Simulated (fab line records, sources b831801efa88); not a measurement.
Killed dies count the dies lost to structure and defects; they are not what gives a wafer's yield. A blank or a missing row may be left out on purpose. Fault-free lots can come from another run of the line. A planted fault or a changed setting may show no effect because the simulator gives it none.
fab line records    flow sky130
record: lots: 7  wafers: 20  last_day: 49
route steps=708 shown METAL4@599 CAP2M@603 PAD_OPEN@708
lots with no fault: from the same line, run without faults
start_h: start of the lot's first displayed wafer, in hours after the record's first day    wait_h: hours from the lot's prior step to this one    " repeats the value in the row above    L1.1+2: a single row standing in for several wafers    - either no value or no given start    * or withheld: withheld    < > ~ a bound
route shown NAME@n: names a module that has steps shown in the file, with the first one's number in the route    usual: mean/standard deviation of fault-free wafers    same: alike in all rows    chamber/n: place in a boat    sites: each site's reading    _std_site: standard deviation of those values    _edge_site: mean of outer sites minus mean of inner sites    radius_mm: how far each site lies from the wafer's centre    mask NAME#n: copy n    behind: tool/chamber where the wafer was last shaped    hold: reason for holding the lot/hours on hold/outcome of the hold    device: which transistor (n, p or np) failed to switch    end of line: the tests these same wafers got at the end of their route    a step without rows: its recipe alone    killed: dies that structure and defects cost at the first sort, which is not the same as the wafer's yield    map: a wafer's dies, marking killed ones x, the rest . and places with no die _
set.NAME: setting as actually run; set.NAME@STEP: the setting as run at that earlier step    model.NAME: the simulator's own value behind a step, which no gauge read
lots at selected steps of the route; one table per step, one row per wafer
services: when a tool's chamber went out of use (start_h, in hours from the record's first day, below 0 if earlier), for how many hours, and the reason
== steps ==
step: SKY_METAL4_SPUTTER_01
recipe: material: TiN  target_thk_nm: 20  power_w: 6500  time_s: 16.7  chamber_pressure_pa: 0.4
step: SKY_METAL4_SPUTTER_02
recipe: material: AlCu  target_thk_nm: 735  power_w: 10600  time_s: 39.1  chamber_pressure_pa: 0.4
usual: throttle_valve_pct: 30.1/0.99
lot.wafer  tool            chamber  start_h  wait_h  throttle_valve_pct
L314.2     pvd_sputter-02  -        941.12   0.0     29.1
L314.4     "               -        "        "       30.7
L314.6     "               -        "        "       29.2
L316.1     pvd_sputter-03  -        963.74   0.0     29.3
L316.4     "               -        "        "       31.4
L316.5     "               -        "        "       29.6
L317.3     pvd_sputter-02  -        972.15   0.0     30.7
L317.4     "               -        "        "       29.4
L317.6     "               -        "        "       31.2
L318.1     pvd_sputter-03  -        978.41   0.0     29.8
L318.2     "               -        "        "       29.6
L318.6     "               -        "        "       29.7
L320.1     pvd_sputter-02  -        996.48   0.0     31.1
L320.5     "               -        "        "       31.4
L326.2     pvd_sputter-03  -        1043.39  0.0     31.9
L326.4     "               -        "        "       29.7
L326.6     "               -        "        "       29.8
L328.2     pvd_sputter-03  -        1050.21  0.0     29.7
L328.3     "               -        "        "       30.9
L328.4     "               -        "        "       29.5
step: SKY_METAL4_SPUTTER_03
recipe: material: Ti  target_thk_nm: 5  power_w: 3000  time_s: 3.3  chamber_pressure_pa: 0.4
usual: throttle_valve_pct: 30.2/0.98
lot.wafer  tool            chamber  start_h  wait_h  throttle_valve_pct
L314.2     pvd_sputter-02  -        941.16   0.0     29.1
L314.4     "               -        "        "       30.8
L314.6     "               -        "        "       29.4
L316.1     pvd_sputter-03  -        963.78   0.0     29.5
L316.4     "               -        "        "       31.9
L316.5     "               -        "        "       29.7
L317.3     pvd_sputter-02  -        972.19   0.0     31.0
L317.4     "               -        "        "       29.3
L317.6     "               -        "        "       31.1
L318.1     pvd_sputter-03  -        978.45   0.0     29.7
L318.2     "               -        "        "       29.5
L318.6     "               -        "        "       30.0
L320.1     pvd_sputter-02  -        996.52   0.0     31.1
L320.5     "               -        "        "       31.4
L326.2     pvd_sputter-03  -        1043.43  0.0     31.9
L326.4     "               -        "        "       29.5
L326.6     "               -        "        "       29.2
L328.2     pvd_sputter-03  -        1050.25  0.0     29.8
L328.3     "               -        "        "       30.9
L328.4     "               -        "        "       29.5
step: SKY_METAL4_SPUTTER_04
recipe: material: TiN  target_thk_nm: 70  power_w: 6500  time_s: 58.3  chamber_pressure_pa: 0.4
usual: throttle_valve_pct: 30.1/0.96
lot.wafer  tool            chamber  start_h  wait_h  throttle_valve_pct
L314.2     pvd_sputter-02  -        941.18   0.0     29.3
L314.4     "               -        "        "       30.9
L314.6     "               -        "        "       29.2
L316.1     pvd_sputter-03  -        963.80   0.0     29.6
L316.4     "               -        "        "       31.8
L316.5     "               -        "        "       29.9
L317.3     pvd_sputter-02  -        972.21   0.0     30.8
L317.4     "               -        "        "       29.3
L317.6     "               -        "        "       31.0
L318.1     pvd_sputter-03  -        978.47   0.0     30.0
L318.2     "               -        "        "       29.6
L318.6     "               -        "        "       29.7
L320.1     pvd_sputter-02  -        996.54   0.0     30.8
L320.5     "               -        "        "       31.8
L326.2     pvd_sputter-03  -        1043.44  0.0     31.7
L326.4     "               -        "        "       29.4
L326.6     "               -        "        "       29.6
L328.2     pvd_sputter-03  -        1050.26  0.0     29.6
L328.3     "               -        "        "       30.7
L328.4     "               -        "        "       29.8
step: SKY_CAP2M_CVD_00
recipe: material: SiO2  target_thk_nm: 15.5  temp_c: 400  time_s: withheld  rf_w: 450
usual: heater_power_w: 660/85  susceptor_temp_C: 400.00/0.22
lot.wafer  tool      chamber  start_h  wait_h  heater_power_w  susceptor_temp_C
L314.2     pecvd-04  1        941.23   0.0     504             399.96
L314.4     "         0        "        "       679             399.94
L314.6     "         1        "        "       530             400.18
L316.1     pecvd-04  0        963.85   0.0     642             399.90
L316.4     "         0        "        "       650             400.17
L316.5     "         1        "        "       474             399.83
L317.3     pecvd-04  2        972.25   0.0     608             400.10
L317.4     "         0        "        "       716             399.77
L317.6     "         1        "        "       501             399.80
L318.1     pecvd-04  1        978.52   0.0     538             399.94
L318.2     "         2        "        "       629             399.72
L318.6     "         1        "        "       539             400.05
L320.1     pecvd-02  1        996.59   0.0     675             399.96
L320.5     "         0        "        "       743             399.82
L326.2     pecvd-02  1        1043.49  0.0     649             399.99
L326.4     "         2        "        "       689             400.32
L326.6     "         1        "        "       644             400.06
L328.2     pecvd-04  0        1050.31  0.0     738             399.78
L328.3     "         1        "        "       560             399.73
L328.4     "         2        "        "       532             400.00
step: SKY_CAP2M_THK_MEAS_01
recipe: reads: SiO2_of_CAP2M_CVD_00
usual: CAP2M_CVD_00_THK: 15.44/0.24
lot.wafer  tool           chamber  start_h  wait_h  CAP2M_CVD_00_THK[nm]
L314.2     film_metro-02  -        941.26   -       15.15
L314.4     "              -        "        "       15.76
L314.6     "              -        "        "       15.33
L316.1     film_metro-01  -        964.01   -       15.55
L316.4     "              -        "        "       15.90
L316.5     "              -        "        "       15.28
L317.3     film_metro-01  -        972.30   -       15.31
L317.4     "              -        "        "       15.70
L317.6     "              -        "        "       15.45
L318.1     film_metro-01  -        978.54   -       15.21
L318.2     "              -        "        "       15.06
L318.6     "              -        "        "       15.20
L320.1     film_metro-01  -        996.61   -       15.51
L320.5     "              -        "        "       15.62
L326.2     film_metro-03  -        1043.53  -       15.46
L326.4     "              -        "        "       15.12
L326.6     "              -        "        "       15.79
L328.2     film_metro-02  -        1050.35  -       15.20
L328.3     "              -        "        "       15.05
L328.4     "              -        "        "       15.17
step: SKY_CAP2M_SPUTTER_02
recipe: material: TiN  target_thk_nm: 200  temp_c: 300  power_w: 6500  time_s: 166.7  chamber_pressure_pa: 0.4
usual: susceptor_temp_C: 299.99/0.18  throttle_valve_pct: 30.6/1.4
lot.wafer  tool            chamber  start_h  wait_h  susceptor_temp_C  throttle_valve_pct
L314.2     pvd_sputter-01  -        941.31   0.0     299.90            28.9
L314.4     "               -        "        "       300.32            30.3
L314.6     "               -        "        "       300.35            30.4
L316.1     pvd_sputter-02  -        964.07   0.1     299.62            30.8
L316.4     "               -        "        "       299.90            31.0
L316.5     "               -        "        "       300.26            29.3
L317.3     pvd_sputter-01  -        972.34   0.0     300.12            29.0
L317.4     "               -        "        "       299.88            30.1
L317.6     "               -        "        "       299.77            28.8
L318.1     pvd_sputter-04  -        978.60   0.1     300.10            33.4
L318.2     "               -        "        "       300.15            29.2
L318.6     "               -        "        "       300.40            29.0
L320.1     pvd_sputter-01  -        996.67   0.1     300.08            29.0
L320.5     "               -        "        "       299.95            28.8
L326.2     pvd_sputter-04  -        1043.58  0.0     300.05            32.2
L326.4     "               -        "        "       299.87            29.3
L326.6     "               -        "        "       299.95            29.3
L328.2     pvd_sputter-02  -        1050.40  0.0     300.12            30.8
L328.3     "               -        "        "       299.67            31.5
L328.4     "               -        "        "       299.91            30.9
step: SKY_CAP2M_RS_MEAS_03
recipe: thk_meas_gauge: four-point-probe  reads: TiN_of_CAP2M_SPUTTER_02
usual: CAP2M_TIN_RS: 6.92/0.086
lot.wafer  tool           chamber  start_h  wait_h  CAP2M_TIN_RS[ohm/sq]
L314.2     film_metro-01  -        941.44   0.1     6.92
L314.4     "              -        "        "       7.00
L314.6     "              -        "        "       7.00
L316.1     film_metro-01  -        964.18   0.1     7.11
L316.4     "              -        "        "       7.13
L316.5     "              -        "        "       7.17
L317.3     film_metro-01  -        972.49   0.1     6.96
L317.4     "              -        "        "       6.93
L317.6     "              -        "        "       6.93
L318.1     film_metro-01  -        978.71   0.1     6.90
L318.2     "              -        "        "       6.88
L318.6     "              -        "        "       6.89
L320.1     film_metro-03  -        996.78   0.1     6.87
L320.5     "              -        "        "       6.94
L326.2     film_metro-02  -        1043.70  0.1     6.85
L326.4     "              -        "        "       6.93
L326.6     "              -        "        "       6.93
L328.2     film_metro-01  -        1050.52  0.1     6.92
L328.3     "              -        "        "       6.86
L328.4     "              -        "        "       6.87
step: SKY_CAP2M_THK_MEAS_04
recipe: thk_meas_gauge: xrf  reads: TiN_of_CAP2M_SPUTTER_02
usual: CAP2M_TIN_THK: 197.0/2.6
lot.wafer  tool           chamber  start_h  wait_h  CAP2M_TIN_THK[nm]
L314.2     film_metro-01  -        941.55   0.1     196.9
L314.4     "              -        "        "       194.6
L314.6     "              -        "        "       195.9
L316.1     film_metro-01  -        964.30   0.1     191.2
L316.4     "              -        "        "       192.0
L316.5     "              -        "        "       190.0
L317.3     film_metro-01  -        972.59   0.1     195.5
L317.4     "              -        "        "       196.4
L317.6     "              -        "        "       196.8
L318.1     film_metro-01  -        978.83   0.1     196.1
L318.2     "              -        "        "       197.7
L318.6     "              -        "        "       198.5
L320.1     film_metro-03  -        996.90   0.1     197.3
L320.5     "              -        "        "       195.3
L326.2     film_metro-02  -        1043.81  0.1     198.8
L326.4     "              -        "        "       197.3
L326.6     "              -        "        "       196.6
L328.2     film_metro-01  -        1050.63  0.1     196.5
L328.3     "              -        "        "       199.9
L328.4     "              -        "        "       199.0
step: SKY_CAP2M_DEHYDRATE_05
recipe: temp_c: 200  time_s: 60
step: SKY_CAP2M_HMDS_06
recipe: prime_time_s: 60  prime_temp_c: 120
step: SKY_CAP2M_COAT_07
recipe: resist: NOVOLAK  spin_rpm: 3000  resist_thk_nm: 1140
step: SKY_CAP2M_SOFTBAKE_08
recipe: temp_c: 90  time_s: 60  resist: NOVOLAK
usual: heater_power_total_W: 56.59/0.046  run_length_s: 89.13/0.16
lot.wafer  tool            chamber  start_h  wait_h  heater_power_total_W  run_length_s
L314.2     litho_track-04  0        952.84   0.1     56.57                 89.37
L314.4     "               0        "        "       56.61                 89.46
L314.6     "               0        "        "       56.54                 89.39
L316.1     litho_track-04  0        975.11   0.1     56.64                 89.14
L316.4     "               0        "        "       56.64                 89.39
L316.5     "               0        "        "       56.73                 89.41
L317.3     litho_track-04  0        984.11   0.1     56.59                 89.21
L317.4     "               0        "        "       58.41                 84.15
L317.6     "               0        "        "       56.64                 89.28
L318.1     litho_track-04  0        990.81   0.1     58.29                 83.99
L318.2     "               0        "        "       56.58                 89.28
L318.6     "               0        "        "       56.54                 89.16
L320.1     litho_track-04  0        1008.66  0.1     58.37                 84.33
L320.5     "               0        "        "       56.63                 89.35
L326.2     litho_track-03  0        1054.67  0.1     56.62                 88.89
L326.4     "               0        "        "       56.60                 88.93
L326.6     "               0        "        "       56.61                 89.01
L328.2     litho_track-02  0        1060.39  0.1     56.65                 89.05
L328.3     "               0        "        "       56.63                 89.07
L328.4     "               0        "        "       56.59                 89.03
step: SKY_CAP2M_EXPOSE_09
recipe: mask_id: CAP2M  na: 0.6  source_shape: conventional  sigma_outer: 0.6  polarization: unpolarized  target_cd_nm: 1000  dose_mj: 159
step: SKY_PAD_OPEN_PROBE_99
usual: defect_limited_yield: 82.7/1.8  killed_at_M0_to_M3: 44/6.8  killed_at_M4_up: 3.2/1.7  killed_at_contacts: 24/4.9  killed_at_front_end: 14/4.1  killed_at_other: 0.2/0.51  killed_dies: 85/8.7  killed_open: 46/6.8  killed_short: 39/6.1  sort_bin_3_pad_short: 0.9/0.43  sort_bin_5_function: 10.1/1.4  sort_bin_6_memory: 6.3/1.1  sort_n_pass: 407/8.7  sort_yield_pct: 82.7/1.8
same: gross_dies: 492  killed_at_back_side: 0  sort_bin_4_leakage[%]: 0  sort_bin_8_speed[%]: 0
lot.wafer  tool       chamber  start_h  wait_h  defect_limited_yield[%]  killed_at_M0_to_M3  killed_at_M4_up  killed_at_contacts  killed_at_front_end  killed_at_other  killed_dies  killed_open  killed_short  sort_bin_3_pad_short[%]  sort_bin_5_function[%]  sort_bin_6_memory[%]  sort_n_pass  sort_yield_pct[%]
L314.2     prober-01  -        1084.37  0.1     82.5                     41                  4                24                  15                   2                86           42           44            0.6                      10.8                    6.1                   406          82.5
L314.4     prober-01  -        1084.47  0.2     83.1                     45                  3                26                  9                    0                83           45           38            1.0                      10.2                    5.7                   409          83.1
L314.6     prober-01  -        1084.57  0.2     81.9                     46                  6                18                  18                   1                89           44           45            1.0                      11.6                    5.5                   403          81.9
L317.3     prober-02  -        1109.47  0.2     85.4                     34                  2                22                  14                   0                72           35           37            0.8                      8.9                     4.9                   420          85.4
L317.4     prober-02  -        1109.52  0.2     82.1                     44                  3                29                  12                   0                88           49           39            0.6                      11.2                    6.1                   404          82.1
L317.6     prober-02  -        1109.62  0.2     82.5                     41                  1                26                  18                   0                86           46           40            0.6                      9.6                     7.3                   406          82.5
L318.1     prober-01  -        1115.52  0.1     83.1                     48                  4                18                  13                   0                83           45           38            1.0                      9.1                     6.7                   409          83.1
L318.2     prober-01  -        1115.57  0.1     80.5                     49                  3                25                  17                   2                96           60           36            1.8                      12.2                    5.5                   396          80.5
L318.6     prober-01  -        1115.77  0.2     81.9                     50                  4                14                  20                   1                89           45           44            0.4                      11.0                    6.7                   403          81.9
L320.1     prober-01  -        1131.54  0.1     85.8                     35                  3                15                  17                   0                70           38           32            0.8                      7.7                     5.7                   422          85.8
L320.5     prober-01  -        1131.74  0.2     83.3                     37                  3                26                  16                   0                82           44           38            0.6                      10.0                    6.1                   410          83.3
L328.2     prober-01  -        1173.32  0.1     81.7                     49                  5                22                  13                   1                90           49           41            1.2                      9.1                     7.9                   402          81.7
L328.3     prober-01  -        1173.37  0.2     84.1                     40                  6                17                  15                   0                78           35           43            1.8                      8.9                     5.1                   414          84.1
L328.4     prober-01  -        1173.42  0.2     82.9                     48                  5                21                  10                   0                84           43           41            0.6                      11.0                    5.5                   408          82.9
killed by level:class
L314.2 CONTACT:geometric_particle:open=10 VIA1:geometric_particle:open=9 VIA1:geometric_particle:short=7 VIA2:geometric_particle:open=6 FIELD_ISO:geometric_particle:short=5 LI_CONTACT:geometric_particle:open=5 METAL1:geometric_particle:short=5 METAL4:geometric_particle:short=4
L314.4 VIA1:geometric_particle:open=12 CONTACT:geometric_particle:open=9 VIA2:geometric_particle:open=6 VIA1:geometric_particle:short=6 LI_CONTACT:geometric_particle:open=6 METAL2:geometric_particle:short=6 VIA3:geometric_particle:short=6 LOCAL_INTERCONNECT:geometric_particle:short=5
L314.6 VIA1:geometric_particle:open=13 VIA2:geometric_particle:open=8 CONTACT:geometric_particle:open=7 CONTACT:geometric_particle:short=6 POLY_GATE:geometric_particle:short=5 METAL1:geometric_particle:short=5 VIA1:geometric_particle:short=5 FIELD_ISO:geometric_particle:short=4
L317.3 CONTACT:geometric_particle:open=11 METAL1:geometric_particle:short=6 VIA1:geometric_particle:open=5 LOCAL_INTERCONNECT:geometric_particle:short=5 METAL3:geometric_particle:short=5 FIELD_ISO:geometric_particle:short=4 CONTACT:geometric_particle:short=4 VIA2:geometric_particle:open=4
L317.4 VIA3:geometric_particle:open=12 CONTACT:geometric_particle:open=11 VIA1:geometric_particle:open=8 VIA1:geometric_particle:short=8 CONTACT:geometric_particle:short=7 LI_CONTACT:geometric_particle:open=5 METAL1:geometric_particle:short=5 VIA3:geometric_particle:short=4
L317.6 CONTACT:geometric_particle:open=14 VIA3:geometric_particle:open=8 VIA1:geometric_particle:open=6 VIA2:geometric_particle:open=6 POLY_GATE:geometric_particle:short=5 METAL1:geometric_particle:short=5 METAL2:geometric_particle:short=5 FIELD_ISO:geometric_particle:short=4
L318.1 VIA1:geometric_particle:open=13 CONTACT:geometric_particle:open=12 VIA1:geometric_particle:short=10 VIA3:geometric_particle:open=7 SPACER:geometric_particle:short=4 VIA2:geometric_particle:open=4 FIELD_ISO:geometric_particle:short=3 POLY_GATE:geometric_particle:short=3
L318.2 VIA1:geometric_particle:open=14 CONTACT:geometric_particle:open=10 FIELD_ISO:geometric_particle:open=8 VIA2:geometric_particle:open=8 VIA1:geometric_particle:short=8 SPACER:geometric_particle:open=5 CONTACT:geometric_particle:short=5 VIA3:geometric_particle:open=5
L318.6 VIA1:geometric_particle:open=16 POLY_GATE:geometric_particle:short=8 VIA2:geometric_particle:open=7 VIA3:geometric_particle:open=6 VIA1:geometric_particle:short=6 FIELD_ISO:geometric_particle:open=5 LI_CONTACT:geometric_particle:open=5 METAL2:geometric_particle:short=5
L320.1 VIA1:geometric_particle:open=11 FIELD_ISO:geometric_particle:open=7 CONTACT:geometric_particle:open=6 FIELD_ISO:geometric_particle:short=5 VIA1:geometric_particle:short=5 VIA2:geometric_particle:short=4 LI_CONTACT:geometric_particle:open=4 CONTACT:geometric_particle:short=3
L320.5 VIA1:geometric_particle:open=10 CONTACT:geometric_particle:open=9 VIA3:geometric_particle:open=9 FIELD_ISO:geometric_particle:short=6 LOCAL_INTERCONNECT:geometric_particle:short=5 CONTACT:geometric_particle:short=4 METAL2:geometric_particle:short=4 POLY_GATE:geometric_particle:short=3
L328.2 VIA1:geometric_particle:open=10 CONTACT:geometric_particle:open=9 VIA3:geometric_particle:open=9 VIA3:geometric_particle:short=7 METAL1:geometric_particle:short=7 VIA1:geometric_particle:short=6 FIELD_ISO:geometric_particle:open=5 CONTACT:geometric_particle:short=5
L328.3 CONTACT:geometric_particle:open=8 VIA1:geometric_particle:open=8 FIELD_ISO:geometric_particle:short=7 METAL4:geometric_particle:short=5 VIA2:geometric_particle:open=5 VIA3:geometric_particle:short=4 LOCAL_INTERCONNECT:geometric_particle:short=4 VIA3:geometric_particle:open=4
L328.4 VIA1:geometric_particle:open=9 CONTACT:geometric_particle:open=9 METAL1:geometric_particle:short=7 VIA3:geometric_particle:open=6 VIA2:geometric_particle:open=6 FIELD_ISO:geometric_particle:short=5 LI_CONTACT:geometric_particle:open=4 VIA1:geometric_particle:short=4
== services ==
tool            chamber  start_h  hours  kind
pvd_sputter-01  -        957.19   4.6    repair
pecvd-02        0        960.27   2.1    scheduled_down
pvd_sputter-01  -        973.62   3.5    repair
pecvd-02        1        975.81   18.2   repair
pvd_sputter-02  -        1001.67  3.8    repair
pecvd-02        2        1016.32  5.5    scheduled_down
pvd_sputter-03  -        1019.20  13.2   repair
pecvd-04        1        1039.53  2.1    scheduled_down
== key ==
first_sign: step: SKY_CAP2M_SOFTBAKE_08  reading: heater_power_total_W  direction: up  sigmas: 38  usual: *  struck: *
effect: step: SKY_CAP2M_SOFTBAKE_08  reading: run_length_s  direction: down  sigmas: 30  usual: *  struck: *
met_at SKY_CAP2M_SOFTBAKE_08
struck_wafers L317.4,L318.1,L320.1
onset_between 975.11 984.11
fault: kind: process_parameter_drift  tool: litho_track-04  chamber: -  onset_h: 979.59  steps: SKY_CAP2M_SOFTBAKE_08  channel: time_s  offset: *  shape: step  end_h: 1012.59  scope: struck_wafers_only  acts_in: *  stated: *
